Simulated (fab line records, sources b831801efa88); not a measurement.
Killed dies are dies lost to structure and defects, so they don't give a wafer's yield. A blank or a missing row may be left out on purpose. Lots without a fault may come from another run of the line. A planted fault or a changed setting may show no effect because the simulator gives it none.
Chamber matching | flow gf180mcu | GF_STI_ETCH_14 on rie_si-02: 4 sister chambers
The step etches Si in HBr/Cl2/O2, target depth 360 nm, time 102.9 s. 4 wafers are shown with their chamber, then 9 later ones without.

WAFERS WITH THEIR CHAMBER
wafer  | chamber | drypump_motor_current_A (A)
L809.3 | 3       | 6.7
L817.6 | 2       | 5.2
L822.1 | 1       | 5.3
L822.6 | 0       | 5.6

WAFERS WITHOUT THEIR CHAMBER
wafer  | drypump_motor_current_A (A)
L823.1 | 5.2
L823.4 | 5.3
L823.5 | 5.3
L828.1 | 5.2
L828.3 | 6.7
L828.6 | 5.6
L829.1 | 5.2
L829.2 | 6.8
L829.6 | 5.6

WHICH CHAMBER EACH WENT THROUGH
wafer  | from the rows above | in truth
L823.1 | 2                   | 2
L823.4 | 1                   | 1
L823.5 | 1                   | 1
L828.1 | 2                   | 2
L828.3 | 3                   | 3
L828.6 | 0                   | 0
L829.1 | 2                   | 2
L829.2 | 3                   | 3
L829.6 | 0                   | 0
Placed correctly: 9 of 9. Can't be placed from these rows: 0. Placed wrongly: 0.
How it was worked out, from the rows above alone: a wafer's distance from a chamber is the root of the sum, over the readings, of the square of ((its reading less the chamber's mean) divided by the reading's scatter). The wafer belongs to the nearest chamber; if the next one is less than 2 further off, it can't be placed. A chamber's mean is the mean of its shown wafers. The scatter: with one shown wafer a chamber, the root of the mean of the squares of how far each hidden wafer lies from its nearest shown one.
